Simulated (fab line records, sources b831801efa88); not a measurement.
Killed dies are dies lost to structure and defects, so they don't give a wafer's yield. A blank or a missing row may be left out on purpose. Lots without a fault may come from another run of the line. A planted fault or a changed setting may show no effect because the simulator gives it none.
Split-lot experiment | flow sfq_line | 5 lots, 23 wafers read, on a route of 325 steps

THE SPLIT
At SFQ_TRILAYER_I4_VIA_LITHO_PEB_106 (peb time 60 s), the setting peb_temp_c was moved away from the recipe's 115 C on 9 of the 23 wafers read, by -3.2% to +2.2%. The other wafers ran this setting at the recipe's value.

FROM THE SPLIT TO THE READING: what the file shows between them, 1 step
- SFQ_TRILAYER_I4_VIA_LITHO_DEVELOP_105: time 60 s

THE READING
I4.cd_nm (the simulator's own value, which no gauge read), in nm, at SFQ_TRILAYER_I4_VIA_BARC_OPEN_VIA_ETCH_146 (etches BARC in O2, target depth 125 nm, time 41.7 s). The file gives no usual value for it. The 14 wafers here that ran the recipe average 699.5 nm, standard deviation 1.1 nm.

wafer  | tool, chamber at the split | peb_temp_c as run, C | against the recipe | I4.cd_nm, nm | against lot-mates on the recipe
L077.1 | litho_track-02, 0          | 116.1                | +1.0%              | 720.1        | +19.8
L077.2 | litho_track-02, 0          | 115                  | recipe             | 700.2        | -
L077.3 | litho_track-02, 0          | 115                  | recipe             | 700.3        | -
L077.5 | litho_track-02, 0          | 115                  | recipe             | 700.3        | -
L077.4 | litho_track-02, 0          | 116.1                | +1.0%              | 717.9        | +17.6
L078.1 | litho_track-02, 0          | 117.5                | +2.2%              | 738.1        | +39.3
L078.2 | litho_track-02, 0          | 117.5                | +2.2%              | 741          | +42.2
L078.3 | litho_track-02, 0          | 115                  | recipe             | 698          | -
L078.4 | litho_track-02, 0          | 115                  | recipe             | 699.6        | -
L078.6 | litho_track-02, 0          | 117.5                | +2.2%              | 740.8        | +42.0
L079.1 | litho_track-01, 0          | 115                  | recipe             | 701.5        | -
L079.2 | litho_track-01, 0          | 111.3                | -3.2%              | 623          | -77.8
L079.3 | litho_track-01, 0          | 115                  | recipe             | 700.6        | -
L079.4 | litho_track-01, 0          | 115                  | recipe             | 700.2        | -
L079.6 | litho_track-01, 0          | 111.3                | -3.2%              | 621.5        | -79.3
L081.1 | litho_track-02, 0          | 116.9                | +1.7%              | 731.7        | +33.0
L081.2 | litho_track-02, 0          | 116.9                | +1.7%              | 730.6        | +31.9
L081.4 | litho_track-02, 0          | 115                  | recipe             | 697.4        | -
L081.5 | litho_track-02, 0          | 115                  | recipe             | 699.6        | -
L081.6 | litho_track-02, 0          | 115                  | recipe             | 699.2        | -
L085.3 | litho_track-01, 0          | 115                  | recipe             | 698.6        | -
L085.6 | litho_track-01, 0          | 115                  | recipe             | 698.6        | -
L085.4 | litho_track-01, 0          | 115                  | recipe             | 699.3        | -

THE FIT
A straight line over all 23 wafers: I4.cd_nm changes by +21.7 nm for each +1% of peb_temp_c; r = +0.99; the points scatter about the line by 3.2 nm.
The same after taking each lot's own level away (the mean of its wafers on the recipe; 23 wafers): +22 nm for each +1%; r = +0.99; scatter 3.2 nm.
On that fit, the largest move of peb_temp_c shifts the reading by 71 nm.
The lots' own levels span 698.73 to 700.77 nm, that is 1.9 times the standard deviation above.
So the lot-to-lot level changes the slope little: the two slopes agree.
Check: with one of the wafers moved furthest among these (-3.2%) left out of the fit, the line predicts -70.4 nm for it against its lot-mates. It came out at -77.8 nm against them.

OTHER SPLITS ON THESE WAFERS
These wafers also went through other splits before the reading. Each is held against what the fit with the lots' levels taken away leaves over:
other split on the same wafers                   | wafers away from the commonest value | r with I4.cd_nm (lot level and that fit taken away)
SFQ_TRILAYER_I3_VIA_LITHO_EXPOSE_086 dose_mj     | 9                                    | -0.14
SFQ_TRILAYER_M4_DEP_SPUTTER_091 time_s           | 6                                    | -0.10
SFQ_TRILAYER_M4_LITHO_COAT_093 spin_rpm          | 7                                    | -0.07
SFQ_TRILAYER_M4_ETCH_METAL_ETCH_096 icp_w        | 10                                   | -0.08
SFQ_TRILAYER_I4_VIA_LITHO_COAT_108 resist_thk_nm | 6                                    | -0.26

THE FILE'S OWN FIT
I4.cd_nm changes by +22.1 nm for each +1% of peb_temp_c, r = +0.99.
